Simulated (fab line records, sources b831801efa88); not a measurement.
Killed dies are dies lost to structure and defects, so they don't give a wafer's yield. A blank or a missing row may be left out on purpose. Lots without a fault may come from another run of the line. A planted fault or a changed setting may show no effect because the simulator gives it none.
A sampling plan put to the test | flow sky130 | one fab line, 68 faults that these records tell of, each judged on the records of the lots that it struck
The plan is the line's own looks: the steps of the route at which a gauge or an inspection reads the wafer and doesn't change it. A look can be judged if struck wafers have a number there and the file gives its usual mean and standard deviation on fault-free wafers. Caught: at a look after the fault's first step, the mean of the struck wafers lies 4 or more of those standard deviations (sigma) from the usual mean. On the tool: the same test on the tool's own readings at the fault's steps. Another recipe on the struck wafers, or a record that is blank for them alone, also counts as caught.

THE FAULTS, as the simulator had put them in
1. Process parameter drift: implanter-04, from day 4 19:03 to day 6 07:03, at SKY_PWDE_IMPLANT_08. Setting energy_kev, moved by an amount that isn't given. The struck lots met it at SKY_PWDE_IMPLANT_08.
2. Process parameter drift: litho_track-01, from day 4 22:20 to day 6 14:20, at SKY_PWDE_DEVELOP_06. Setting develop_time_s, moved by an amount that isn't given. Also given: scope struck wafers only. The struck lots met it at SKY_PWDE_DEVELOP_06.
3. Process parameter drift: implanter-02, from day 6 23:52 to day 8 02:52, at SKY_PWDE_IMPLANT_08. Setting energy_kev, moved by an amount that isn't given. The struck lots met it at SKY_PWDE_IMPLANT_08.
4. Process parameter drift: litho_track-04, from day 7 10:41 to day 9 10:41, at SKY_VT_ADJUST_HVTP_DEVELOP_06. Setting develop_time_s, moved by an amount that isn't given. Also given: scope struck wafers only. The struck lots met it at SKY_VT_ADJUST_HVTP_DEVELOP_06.
5. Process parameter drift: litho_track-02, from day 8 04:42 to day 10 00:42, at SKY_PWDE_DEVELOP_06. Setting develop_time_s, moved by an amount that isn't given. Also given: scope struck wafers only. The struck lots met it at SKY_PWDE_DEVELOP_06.
6. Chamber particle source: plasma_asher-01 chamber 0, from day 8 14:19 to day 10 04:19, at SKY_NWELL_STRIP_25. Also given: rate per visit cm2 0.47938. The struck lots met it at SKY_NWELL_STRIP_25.
7. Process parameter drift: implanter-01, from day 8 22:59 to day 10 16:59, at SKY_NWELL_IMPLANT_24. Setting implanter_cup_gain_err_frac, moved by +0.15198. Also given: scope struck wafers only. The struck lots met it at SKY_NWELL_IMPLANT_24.
8. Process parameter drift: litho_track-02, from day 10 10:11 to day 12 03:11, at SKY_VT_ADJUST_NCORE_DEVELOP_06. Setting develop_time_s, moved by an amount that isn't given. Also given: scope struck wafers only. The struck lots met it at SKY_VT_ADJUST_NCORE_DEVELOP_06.
9. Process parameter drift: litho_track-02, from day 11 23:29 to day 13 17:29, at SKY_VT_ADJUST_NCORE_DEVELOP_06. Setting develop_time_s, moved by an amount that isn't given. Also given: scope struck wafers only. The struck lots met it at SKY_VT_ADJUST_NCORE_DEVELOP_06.
10. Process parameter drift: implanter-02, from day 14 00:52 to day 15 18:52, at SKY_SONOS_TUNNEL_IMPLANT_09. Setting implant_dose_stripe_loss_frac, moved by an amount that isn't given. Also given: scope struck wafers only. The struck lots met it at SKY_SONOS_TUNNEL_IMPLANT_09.
11. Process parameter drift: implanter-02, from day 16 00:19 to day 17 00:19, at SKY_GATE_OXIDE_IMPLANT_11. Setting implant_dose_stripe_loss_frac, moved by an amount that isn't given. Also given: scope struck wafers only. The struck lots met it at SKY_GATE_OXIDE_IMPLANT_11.
12. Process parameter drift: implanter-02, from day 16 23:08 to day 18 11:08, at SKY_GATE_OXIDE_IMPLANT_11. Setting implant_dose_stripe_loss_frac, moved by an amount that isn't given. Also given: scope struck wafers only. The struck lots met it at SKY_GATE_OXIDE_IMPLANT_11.
13. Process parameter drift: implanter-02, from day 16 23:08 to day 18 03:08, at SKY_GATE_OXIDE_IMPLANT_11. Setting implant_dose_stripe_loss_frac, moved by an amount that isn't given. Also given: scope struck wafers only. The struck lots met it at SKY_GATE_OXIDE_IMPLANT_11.
14. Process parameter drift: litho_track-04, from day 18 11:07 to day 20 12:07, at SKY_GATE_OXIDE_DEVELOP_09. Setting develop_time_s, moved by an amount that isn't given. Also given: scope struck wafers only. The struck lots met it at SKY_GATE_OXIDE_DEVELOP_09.
15. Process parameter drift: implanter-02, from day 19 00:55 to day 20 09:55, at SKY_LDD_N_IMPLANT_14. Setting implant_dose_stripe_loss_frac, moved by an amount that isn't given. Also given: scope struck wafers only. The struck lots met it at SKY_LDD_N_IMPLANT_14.
16. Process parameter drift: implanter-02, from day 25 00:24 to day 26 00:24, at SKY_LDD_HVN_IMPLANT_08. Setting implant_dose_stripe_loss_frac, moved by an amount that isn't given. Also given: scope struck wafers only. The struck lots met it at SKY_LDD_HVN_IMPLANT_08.
17. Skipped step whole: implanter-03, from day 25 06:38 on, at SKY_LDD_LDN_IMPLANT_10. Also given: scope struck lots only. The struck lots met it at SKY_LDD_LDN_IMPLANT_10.
18. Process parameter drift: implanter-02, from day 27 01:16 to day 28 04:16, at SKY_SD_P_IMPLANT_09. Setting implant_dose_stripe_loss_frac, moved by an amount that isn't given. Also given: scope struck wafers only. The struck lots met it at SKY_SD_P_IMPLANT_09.
19. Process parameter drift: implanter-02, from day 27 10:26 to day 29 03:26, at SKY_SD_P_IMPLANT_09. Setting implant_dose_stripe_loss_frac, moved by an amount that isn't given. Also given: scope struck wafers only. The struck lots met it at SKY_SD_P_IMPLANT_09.
20. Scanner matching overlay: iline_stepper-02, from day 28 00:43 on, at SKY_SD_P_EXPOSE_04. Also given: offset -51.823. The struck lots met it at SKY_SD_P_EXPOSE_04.
21. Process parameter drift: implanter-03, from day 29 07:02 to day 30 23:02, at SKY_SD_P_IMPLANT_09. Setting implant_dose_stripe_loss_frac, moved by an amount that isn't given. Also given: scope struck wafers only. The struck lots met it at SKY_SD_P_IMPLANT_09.
22. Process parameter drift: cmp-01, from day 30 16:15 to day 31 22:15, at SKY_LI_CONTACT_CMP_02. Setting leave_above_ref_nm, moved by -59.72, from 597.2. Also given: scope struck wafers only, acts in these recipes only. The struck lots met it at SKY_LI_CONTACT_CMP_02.
23. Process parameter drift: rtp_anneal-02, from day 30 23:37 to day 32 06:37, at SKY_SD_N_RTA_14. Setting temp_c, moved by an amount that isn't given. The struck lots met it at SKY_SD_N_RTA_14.
24. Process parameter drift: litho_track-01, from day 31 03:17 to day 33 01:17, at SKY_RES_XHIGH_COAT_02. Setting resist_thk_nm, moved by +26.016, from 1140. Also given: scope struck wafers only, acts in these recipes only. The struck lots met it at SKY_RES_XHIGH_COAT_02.
25. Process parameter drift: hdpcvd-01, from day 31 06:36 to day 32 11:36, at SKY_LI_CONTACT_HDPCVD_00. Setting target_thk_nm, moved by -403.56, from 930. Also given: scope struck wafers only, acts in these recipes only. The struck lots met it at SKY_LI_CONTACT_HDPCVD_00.
26. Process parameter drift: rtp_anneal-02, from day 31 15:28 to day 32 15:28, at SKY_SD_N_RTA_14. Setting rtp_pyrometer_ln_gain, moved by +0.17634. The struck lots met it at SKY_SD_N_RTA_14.
27. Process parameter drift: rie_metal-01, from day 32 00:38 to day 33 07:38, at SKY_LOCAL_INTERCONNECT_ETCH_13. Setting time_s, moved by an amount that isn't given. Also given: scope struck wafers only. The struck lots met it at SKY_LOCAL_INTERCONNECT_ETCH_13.
28. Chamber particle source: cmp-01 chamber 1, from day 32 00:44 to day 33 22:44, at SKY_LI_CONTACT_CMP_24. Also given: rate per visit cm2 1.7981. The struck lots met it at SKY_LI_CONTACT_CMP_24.
29. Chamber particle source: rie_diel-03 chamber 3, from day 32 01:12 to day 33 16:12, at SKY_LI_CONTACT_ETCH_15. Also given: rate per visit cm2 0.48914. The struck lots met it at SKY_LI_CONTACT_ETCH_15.
30. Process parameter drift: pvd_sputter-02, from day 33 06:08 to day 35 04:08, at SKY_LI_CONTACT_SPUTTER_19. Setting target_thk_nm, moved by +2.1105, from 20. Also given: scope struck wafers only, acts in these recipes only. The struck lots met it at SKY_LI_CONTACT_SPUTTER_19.
31. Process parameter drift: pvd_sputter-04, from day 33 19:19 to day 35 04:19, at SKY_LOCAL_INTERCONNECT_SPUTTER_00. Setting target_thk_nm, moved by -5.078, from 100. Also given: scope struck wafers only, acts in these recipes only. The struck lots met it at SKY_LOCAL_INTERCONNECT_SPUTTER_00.
32. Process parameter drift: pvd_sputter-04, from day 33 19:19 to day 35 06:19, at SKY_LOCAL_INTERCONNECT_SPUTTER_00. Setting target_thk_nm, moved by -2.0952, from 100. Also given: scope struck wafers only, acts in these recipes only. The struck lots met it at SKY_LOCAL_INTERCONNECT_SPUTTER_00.
33. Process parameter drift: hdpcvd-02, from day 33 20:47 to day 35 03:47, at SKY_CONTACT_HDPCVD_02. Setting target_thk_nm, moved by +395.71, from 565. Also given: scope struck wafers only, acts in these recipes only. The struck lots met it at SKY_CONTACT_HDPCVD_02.
34. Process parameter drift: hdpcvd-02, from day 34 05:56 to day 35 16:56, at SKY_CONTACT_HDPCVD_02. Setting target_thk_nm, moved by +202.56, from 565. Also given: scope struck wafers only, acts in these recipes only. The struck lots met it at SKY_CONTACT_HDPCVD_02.
35. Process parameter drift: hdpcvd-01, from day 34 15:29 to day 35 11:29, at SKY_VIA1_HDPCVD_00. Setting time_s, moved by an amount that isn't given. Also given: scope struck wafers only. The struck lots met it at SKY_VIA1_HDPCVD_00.
36. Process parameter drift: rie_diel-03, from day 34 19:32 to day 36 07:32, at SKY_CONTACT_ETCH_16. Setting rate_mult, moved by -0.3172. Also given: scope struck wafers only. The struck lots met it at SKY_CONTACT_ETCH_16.
37. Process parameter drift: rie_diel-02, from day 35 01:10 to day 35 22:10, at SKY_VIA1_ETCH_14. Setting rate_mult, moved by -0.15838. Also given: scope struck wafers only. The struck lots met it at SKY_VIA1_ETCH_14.
38. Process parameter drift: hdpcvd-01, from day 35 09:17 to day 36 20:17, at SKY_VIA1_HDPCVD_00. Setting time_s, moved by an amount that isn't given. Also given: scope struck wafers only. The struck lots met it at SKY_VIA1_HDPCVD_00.
39. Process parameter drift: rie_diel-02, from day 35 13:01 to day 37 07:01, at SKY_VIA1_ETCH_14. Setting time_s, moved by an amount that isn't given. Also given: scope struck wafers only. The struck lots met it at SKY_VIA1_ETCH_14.
40. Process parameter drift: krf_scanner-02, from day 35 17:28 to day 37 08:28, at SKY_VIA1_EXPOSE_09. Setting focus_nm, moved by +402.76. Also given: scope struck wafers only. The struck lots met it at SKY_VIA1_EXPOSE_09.
41. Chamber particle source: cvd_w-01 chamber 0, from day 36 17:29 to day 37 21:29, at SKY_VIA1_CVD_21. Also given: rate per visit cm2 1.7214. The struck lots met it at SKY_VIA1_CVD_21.
42. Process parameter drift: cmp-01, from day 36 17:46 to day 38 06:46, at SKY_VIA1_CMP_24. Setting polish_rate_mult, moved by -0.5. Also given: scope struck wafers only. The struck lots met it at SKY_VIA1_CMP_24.
43. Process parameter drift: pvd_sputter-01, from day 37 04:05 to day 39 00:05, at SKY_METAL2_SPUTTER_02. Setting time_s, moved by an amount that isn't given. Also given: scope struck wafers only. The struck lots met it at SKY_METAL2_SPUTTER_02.
44. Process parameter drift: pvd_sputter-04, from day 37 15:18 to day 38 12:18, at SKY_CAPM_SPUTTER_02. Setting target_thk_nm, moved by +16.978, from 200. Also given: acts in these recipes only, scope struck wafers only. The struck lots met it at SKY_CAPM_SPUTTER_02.
45. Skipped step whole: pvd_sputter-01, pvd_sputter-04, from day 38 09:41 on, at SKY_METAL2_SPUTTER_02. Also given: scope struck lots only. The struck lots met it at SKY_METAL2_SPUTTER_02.
46. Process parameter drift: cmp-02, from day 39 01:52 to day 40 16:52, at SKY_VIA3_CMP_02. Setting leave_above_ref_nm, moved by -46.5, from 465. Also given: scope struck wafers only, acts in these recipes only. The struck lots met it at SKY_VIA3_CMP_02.
47. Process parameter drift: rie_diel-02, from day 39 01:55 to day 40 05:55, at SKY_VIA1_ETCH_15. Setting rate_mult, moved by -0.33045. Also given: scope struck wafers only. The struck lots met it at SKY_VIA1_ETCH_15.
48. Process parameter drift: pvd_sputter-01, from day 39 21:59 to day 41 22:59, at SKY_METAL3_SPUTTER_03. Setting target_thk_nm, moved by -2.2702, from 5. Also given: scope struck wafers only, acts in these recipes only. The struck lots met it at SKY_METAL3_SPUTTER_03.
49. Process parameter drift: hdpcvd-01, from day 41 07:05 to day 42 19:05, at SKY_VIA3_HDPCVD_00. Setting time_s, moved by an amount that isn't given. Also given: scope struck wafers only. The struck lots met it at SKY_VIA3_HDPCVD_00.
50. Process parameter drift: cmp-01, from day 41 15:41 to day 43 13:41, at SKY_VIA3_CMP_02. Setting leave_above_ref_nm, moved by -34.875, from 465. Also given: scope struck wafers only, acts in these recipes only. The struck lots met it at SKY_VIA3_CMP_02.
51. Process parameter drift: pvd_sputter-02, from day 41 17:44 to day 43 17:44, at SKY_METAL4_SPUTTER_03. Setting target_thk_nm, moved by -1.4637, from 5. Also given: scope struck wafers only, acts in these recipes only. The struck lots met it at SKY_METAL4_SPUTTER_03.
52. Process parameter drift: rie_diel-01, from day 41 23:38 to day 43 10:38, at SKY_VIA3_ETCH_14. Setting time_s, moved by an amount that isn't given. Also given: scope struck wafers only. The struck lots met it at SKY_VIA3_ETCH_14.
53. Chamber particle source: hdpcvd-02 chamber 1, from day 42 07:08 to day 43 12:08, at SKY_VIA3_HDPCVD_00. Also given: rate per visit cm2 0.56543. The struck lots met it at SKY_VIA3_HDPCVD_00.
54. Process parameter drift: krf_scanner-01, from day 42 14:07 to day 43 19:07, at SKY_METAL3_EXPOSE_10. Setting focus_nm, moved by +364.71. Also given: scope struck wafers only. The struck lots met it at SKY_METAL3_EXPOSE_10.
55. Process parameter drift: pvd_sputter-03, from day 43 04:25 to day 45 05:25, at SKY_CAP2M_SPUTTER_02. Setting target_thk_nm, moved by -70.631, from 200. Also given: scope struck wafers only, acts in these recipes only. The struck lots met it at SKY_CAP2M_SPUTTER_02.
56. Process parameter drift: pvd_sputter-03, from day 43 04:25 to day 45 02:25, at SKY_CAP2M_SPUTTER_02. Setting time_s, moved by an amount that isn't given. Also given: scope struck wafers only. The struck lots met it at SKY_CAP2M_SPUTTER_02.
57. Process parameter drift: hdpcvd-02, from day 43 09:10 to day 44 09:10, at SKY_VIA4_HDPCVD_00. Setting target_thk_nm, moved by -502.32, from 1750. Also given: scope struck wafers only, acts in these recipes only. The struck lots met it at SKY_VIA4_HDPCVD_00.
58. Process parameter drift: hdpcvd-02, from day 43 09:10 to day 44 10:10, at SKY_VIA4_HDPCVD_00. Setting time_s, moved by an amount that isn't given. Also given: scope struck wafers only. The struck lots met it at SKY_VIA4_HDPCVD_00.
59. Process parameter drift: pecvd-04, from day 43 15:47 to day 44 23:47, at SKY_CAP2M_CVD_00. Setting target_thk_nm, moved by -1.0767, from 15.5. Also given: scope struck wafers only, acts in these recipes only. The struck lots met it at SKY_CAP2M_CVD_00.
60. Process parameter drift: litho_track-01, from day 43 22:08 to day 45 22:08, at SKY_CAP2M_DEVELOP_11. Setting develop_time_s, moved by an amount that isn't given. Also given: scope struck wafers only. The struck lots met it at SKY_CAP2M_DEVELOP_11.
61. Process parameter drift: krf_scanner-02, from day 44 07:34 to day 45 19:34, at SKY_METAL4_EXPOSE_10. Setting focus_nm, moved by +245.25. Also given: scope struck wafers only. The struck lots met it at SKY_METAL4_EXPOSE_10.
62. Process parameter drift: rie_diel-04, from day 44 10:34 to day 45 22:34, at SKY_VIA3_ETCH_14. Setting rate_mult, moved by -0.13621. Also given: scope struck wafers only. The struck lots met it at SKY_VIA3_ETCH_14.
63. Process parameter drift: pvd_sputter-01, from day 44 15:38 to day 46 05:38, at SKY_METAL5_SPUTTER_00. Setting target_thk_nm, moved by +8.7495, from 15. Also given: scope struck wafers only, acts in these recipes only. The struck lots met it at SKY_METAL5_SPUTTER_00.
64. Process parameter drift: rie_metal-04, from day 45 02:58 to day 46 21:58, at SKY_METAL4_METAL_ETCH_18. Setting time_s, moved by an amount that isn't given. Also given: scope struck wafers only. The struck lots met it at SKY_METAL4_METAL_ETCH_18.
65. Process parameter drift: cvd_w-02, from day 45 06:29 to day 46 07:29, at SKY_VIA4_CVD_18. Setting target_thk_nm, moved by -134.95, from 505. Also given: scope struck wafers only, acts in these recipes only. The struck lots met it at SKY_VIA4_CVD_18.
66. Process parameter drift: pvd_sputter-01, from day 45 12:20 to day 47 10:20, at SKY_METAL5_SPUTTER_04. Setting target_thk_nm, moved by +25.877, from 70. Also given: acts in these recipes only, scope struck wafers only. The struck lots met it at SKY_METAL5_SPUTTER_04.
67. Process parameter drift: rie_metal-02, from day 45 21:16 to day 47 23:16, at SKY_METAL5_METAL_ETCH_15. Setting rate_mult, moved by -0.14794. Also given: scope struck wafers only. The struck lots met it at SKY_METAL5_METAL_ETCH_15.
68. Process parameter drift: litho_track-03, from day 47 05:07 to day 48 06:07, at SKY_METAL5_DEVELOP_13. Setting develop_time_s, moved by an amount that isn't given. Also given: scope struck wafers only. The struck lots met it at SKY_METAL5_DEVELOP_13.

WHAT THE PLAN SAW
fault | on the tool itself                                    | first look that catches it                      | reading, sigma                                              | median hours from its first step to that look | hours from the fault's start to the first struck lot there | judged looks passed uncaught
1     | beam_energy_keV -99 or beyond sigma                   | not the one look that can be judged after it    | strongest: PWDE_RS at SKY_NWELL_RS_MEAS_31, +2.5            | -                                             | -                                                          | 1
2     | no reading that can be judged                         | not the one look that can be judged after it    | -                                                           | -                                             | -                                                          | 1
3     | beam_energy_keV +99 or beyond sigma                   | none of the 2 looks that can be judged after it | strongest: PWDE_RS at SKY_NWELL_RS_MEAS_31, -3.0            | -                                             | -                                                          | 2
4     | no reading that can be judged                         | SKY_VT_ADJUST_HVTP_CD_MEAS_07                   | cd_nm -4.7                                                  | 0.2                                           | 4                                                          | 0
5     | no reading that can be judged                         | SKY_PWDE_TW_MEAS_10                             | PWDE_TW -98                                                 | 0.8                                           | 3                                                          | 0
6     | under 2 sigma                                         | none of the 2 looks that can be judged after it | -                                                           | -                                             | -                                                          | 2
7     | faraday_current_uA +8.2 sigma                         | SKY_NWELL_TW_MEAS_26                            | NWELL_2_TW -4.9                                             | 0.2                                           | 7                                                          | 0
8     | no reading that can be judged                         | SKY_VT_ADJUST_NCORE_CD_MEAS_07                  | cd_nm +7.1                                                  | 0.2                                           | 12                                                         | 0
9     | no reading that can be judged                         | SKY_VT_ADJUST_NCORE_TW_MEAS_11                  | VT_ADJUST_NCORE_TW -90                                      | 0.5                                           | 8                                                          | 0
10    | no reading that can be judged                         | SKY_SONOS_TUNNEL_TW_MEAS_12                     | SONOS_TUNNEL_TW -17                                         | 0.4                                           | 9                                                          | 0
11    | no reading that can be judged                         | SKY_GATE_OXIDE_TW_MEAS_14                       | GATE_OXIDE_TW -6.9                                          | 0.3                                           | 5                                                          | 0
12    | no reading that can be judged                         | none of the 5 looks that can be judged after it | strongest: GATE_OXIDE_TW at SKY_GATE_OXIDE_TW_MEAS_14, -2.1 | -                                             | -                                                          | 5
13    | no reading that can be judged                         | none of the 5 looks that can be judged after it | -                                                           | -                                             | -                                                          | 5
14    | no reading that can be judged                         | SKY_GATE_OXIDE_TW_MEAS_14                       | GATE_OXIDE_TW -99 or beyond                                 | 0.5                                           | 1                                                          | 0
15    | under 2 sigma                                         | none of the 7 looks that can be judged after it | -                                                           | -                                             | -                                                          | 7
16    | no reading that can be judged                         | SKY_LDD_HVN_TW_MEAS_10                          | LDD_HVN_TW -4.1                                             | 0.2                                           | 14                                                         | 0
17    | the tool's record is blank for the struck wafers      | SKY_LDD_LDN_TW_MEAS_13                          | LDD_LDN_TW -9.7                                             | 0.4                                           | 5                                                          | 0
18    | under 2 sigma                                         | SKY_SD_P_TW_MEAS_11                             | SD_P_TW -6.2                                                | 0.2                                           | 6                                                          | 0
19    | no reading that can be judged                         | not the one look that can be judged after it    | strongest: SD_P_RS at SKY_SD_N_RS_MEAS_17, +3.8             | -                                             | -                                                          | 1
20    | no reading that can be judged                         | SKY_SD_P_OVL_MEAS_08                            | SD_P_OVL -37                                                | 13.9                                          | 21                                                         | 0
21    | no reading that can be judged                         | SKY_SD_N_RS_MEAS_17                             | SD_P_RS +9.3                                                | 55.9                                          | 75                                                         | 0
22    | under 2 sigma                                         | no look after it can be judged                  | -                                                           | -                                             | -                                                          | 0
23    | wafer_temp_C_max -15 sigma                            | SKY_SD_N_RS_MEAS_16                             | SD_N_RS +22                                                 | 0.2                                           | 7                                                          | 0
24    | under 2 sigma                                         | no look after it can be judged                  | -                                                           | -                                             | -                                                          | 0
25    | no reading that can be judged                         | SKY_LI_CONTACT_THK_MEAS_01                      | LI_CONTACT_HDPCVD_THK -33                                   | 0.1                                           | 10                                                         | 0
26    | lamp_power_pct -13 sigma                              | SKY_SD_N_RS_MEAS_16                             | SD_N_RS +23                                                 | 0.2                                           | 10                                                         | 0
27    | oes_product_au -10 sigma                              | no look after it can be judged                  | -                                                           | -                                             | -                                                          | 0
28    | under 2 sigma                                         | no look after it can be judged                  | -                                                           | -                                             | -                                                          | 0
29    | under 2 sigma                                         | none of the 3 looks that can be judged after it | -                                                           | -                                             | -                                                          | 3
30    | under 2 sigma                                         | no look after it can be judged                  | -                                                           | -                                             | -                                                          | 0
31    | under 2 sigma                                         | SKY_LOCAL_INTERCONNECT_RS_MEAS_01               | LOCAL_INTERCONNECT_TIN_RS +4.3                              | 0.1                                           | 3                                                          | 0
32    | under 2 sigma                                         | none of the 4 looks that can be judged after it | -                                                           | -                                             | -                                                          | 4
33    | under 2 sigma                                         | SKY_CONTACT_THK_MEAS_03                         | CONTACT_HDPCVD_THK +45                                      | 0.1                                           | 13                                                         | 0
34    | no reading that can be judged                         | SKY_CONTACT_THK_MEAS_03                         | CONTACT_HDPCVD_THK +23                                      | 0.1                                           | 4                                                          | 0
35    | run_length_s -11 sigma                                | not the one look that can be judged after it    | strongest: VIA1_HDPCVD_THK at SKY_VIA1_THK_MEAS_01, -2.8    | -                                             | -                                                          | 1
36    | oes_product_au -10 sigma                              | no look after it can be judged                  | -                                                           | -                                             | -                                                          | 0
37    | under 2 sigma                                         | no look after it can be judged                  | -                                                           | -                                             | -                                                          | 0
38    | run_length_s -90 sigma                                | SKY_VIA1_THK_MEAS_01                            | VIA1_HDPCVD_THK -21                                         | 0.1                                           | 6                                                          | 0
39    | oes_product_au +30 sigma                              | no look after it can be judged                  | -                                                           | -                                             | -                                                          | 0
40    | no reading that can be judged                         | SKY_VIA1_CD_MEAS_12                             | cd_nm -57                                                   | 12.4                                          | 42                                                         | 0
41    | under 2 sigma                                         | none of the 7 looks that can be judged after it | strongest: METAL2_OVL at SKY_METAL2_OVL_MEAS_16, -2.1       | -                                             | -                                                          | 7
42    | overpolish_run_s -99 or beyond sigma                  | no look after it can be judged                  | -                                                           | -                                             | -                                                          | 0
43    | under 2 sigma                                         | none of the 2 looks that can be judged after it | strongest: METAL2_ALCU_THK at SKY_METAL2_THK_MEAS_06, -3.4  | -                                             | -                                                          | 2
44    | under 2 sigma                                         | SKY_CAPM_RS_MEAS_03                             | CAPM_TIN_RS -5.5                                            | 0.1                                           | 9                                                          | 0
45    | the tool's record is blank for the struck wafers      | SKY_METAL2_RS_MEAS_05                           | METAL2_ALCU_RS +99 or beyond                                | 0.1                                           | 4                                                          | 0
46    | under 2 sigma                                         | not the one look that can be judged after it    | -                                                           | -                                             | -                                                          | 1
47    | oes_product_au -29 sigma                              | no look after it can be judged                  | -                                                           | -                                             | -                                                          | 0
48    | under 2 sigma                                         | no look after it can be judged                  | -                                                           | -                                             | -                                                          | 0
49    | run_length_s -99 or beyond sigma                      | SKY_VIA3_THK_MEAS_01                            | VIA3_HDPCVD_THK -20                                         | 0.2                                           | 13                                                         | 0
50    | only faintly: retaining_ring_pressure_frac -3.0 sigma | no look after it can be judged                  | -                                                           | -                                             | -                                                          | 0
51    | under 2 sigma                                         | no look after it can be judged                  | -                                                           | -                                             | -                                                          | 0
52    | oes_product_au +11 sigma                              | no look after it can be judged                  | -                                                           | -                                             | -                                                          | 0
53    | no reading that can be judged                         | no look after it can be judged                  | -                                                           | -                                             | -                                                          | 0
54    | no reading that can be judged                         | SKY_METAL3_CD_MEAS_13                           | cd_nm -40                                                   | 11.3                                          | 18                                                         | 0
55    | under 2 sigma                                         | SKY_CAP2M_RS_MEAS_03                            | CAP2M_TIN_RS +40                                            | 0.1                                           | 16                                                         | 0
56    | under 2 sigma                                         | SKY_CAP2M_RS_MEAS_03                            | CAP2M_TIN_RS +10                                            | 0.1                                           | 16                                                         | 0
57    | no reading that can be judged                         | SKY_VIA4_THK_MEAS_01                            | VIA4_HDPCVD_THK -24                                         | 0.2                                           | 2                                                          | 0
58    | run_length_s +99 or beyond sigma                      | SKY_VIA4_THK_MEAS_01                            | VIA4_HDPCVD_THK +11                                         | 0.2                                           | 11                                                         | 0
59    | under 2 sigma                                         | SKY_CAP2M_THK_MEAS_01                           | CAP2M_CVD_00_THK -4.4                                       | 0.0                                           | 26                                                         | 0
60    | no reading that can be judged                         | not the one look that can be judged after it    | -                                                           | -                                             | -                                                          | 1
61    | no reading that can be judged                         | SKY_METAL4_CD_MEAS_13                           | cd_nm -18                                                   | 10.3                                          | 27                                                         | 0
62    | under 2 sigma                                         | no look after it can be judged                  | -                                                           | -                                             | -                                                          | 0
63    | under 2 sigma                                         | no look after it can be judged                  | -                                                           | -                                             | -                                                          | 0
64    | run_length_s -65 sigma                                | no look after it can be judged                  | -                                                           | -                                             | -                                                          | 0
65    | under 2 sigma                                         | SKY_VIA4_RS_MEAS_19                             | VIA4_W_RS +32                                               | 0.2                                           | 3                                                          | 0
66    | under 2 sigma                                         | SKY_METAL5_THK_MEAS_06                          | METAL5_ALCU_THK -4.0                                        | 0.2                                           | 20                                                         | 0
67    | under 2 sigma                                         | no look after it can be judged                  | -                                                           | -                                             | -                                                          | 0
68    | under 2 sigma                                         | no look after it can be judged                  | -                                                           | -                                             | -                                                          | 0
A dash: the fault isn't caught, or these records don't give the number.

Caught at a look: 33 of 68. Caught on the tool: 18 of 68. By one or the other: 43 of 68.
Caught on the tool alone: faults 1, 3, 27, 35, 36, 39, 42, 47, 52, 64.
Caught at a look alone: faults 4, 5, 8, 9, 10, 11, 14, 16, 18, 20, 21, 25, 31, 33, 34, 40, 44, 54, 55, 56, 57, 59, 61, 65, 66.
Caught by neither: faults 2, 6, 12, 13, 15, 19, 22, 24, 28, 29, 30, 32, 37, 41, 43, 46, 48, 50, 51, 53, 60, 62, 63, 67, 68.

THINNER SAMPLING
If the look that catches a fault measured only every second or every third lot, by lot number, the first struck lot would be measured this late in the worst case:
fault | struck lots at that look, in order of time | every lot | every second lot | every third lot
4     | L492, L495                                 | 4 h       | 24 h             | may miss all 2
5     | L987, L991                                 | 3 h       | may miss all 2   | may miss all 2
7     | L714, L715, L716                           | 7 h       | 15 h             | 21 h
8     | L607, L610                                 | 12 h      | 30 h             | may miss all 2
9     | L767, L771                                 | 8 h       | may miss all 2   | may miss all 2
10    | L657                                       | 9 h       | may miss it      | may miss it
11    | L507, L508, L509                           | 5 h       | 15 h             | 20 h
14    | L244, L246, L247                           | 1 h       | 32 h             | may miss all 3
16    | L838                                       | 14 h      | may miss it      | may miss it
17    | L996, L997                                 | 5 h       | 14 h             | may miss all 2
18    | L384, L386                                 | 6 h       | may miss all 2   | may miss all 2
20    | L349, L350, L351                           | 21 h      | 32 h             | 40 h
21    | L284, L287                                 | 75 h      | 88 h             | may miss all 2
23    | L661, L663                                 | 7 h       | may miss all 2   | may miss all 2
25    | L994, L995, L997                           | 10 h      | 19 h             | may miss all 3
26    | L580, L582                                 | 10 h      | may miss all 2   | may miss all 2
31    | L123, L124, L125                           | 3 h       | 9 h              | 19 h
33    | L608, L609                                 | 13 h      | 22 h             | may miss all 2
34    | L692, L693, L696                           | 4 h       | 13 h             | may miss all 3
38    | L379                                       | 6 h       | may miss it      | may miss it
40    | L415, L416                                 | 42 h      | 50 h             | may miss all 2
44    | L887, L888                                 | 9 h       | 14 h             | may miss all 2
45    | L663, L664                                 | 4 h       | 8 h              | may miss all 2
49    | L430, L433                                 | 13 h      | 29 h             | may miss all 2
54    | L922, L923                                 | 18 h      | 26 h             | may miss all 2
55    | L788, L792                                 | 16 h      | may miss all 2   | may miss all 2
56    | L465, L467, L469                           | 16 h      | may miss all 3   | 43 h
57    | L986, L987, L988                           | 2 h       | 11 h             | 19 h
58    | L389                                       | 11 h      | may miss it      | may miss it
59    | L671                                       | 26 h      | may miss it      | may miss it
61    | L965                                       | 27 h      | may miss it      | may miss it
65    | L254, L255, L256                           | 3 h       | 12 h             | 20 h
66    | L380                                       | 20 h      | may miss it      | may miss it
Hours are from the fault's start to the first struck lot that is measured. The limit of 4 sigma was tested on all struck wafers together, so one lot alone may lie under it. Other struck lots may not be in these records.

THE LONGEST TIMED WAY FROM STEP TO LOOK
Fault 21: a median of 55.9 hours passes between SKY_SD_P_IMPLANT_09 and SKY_SD_N_RS_MEAS_17. No look between them can be judged.
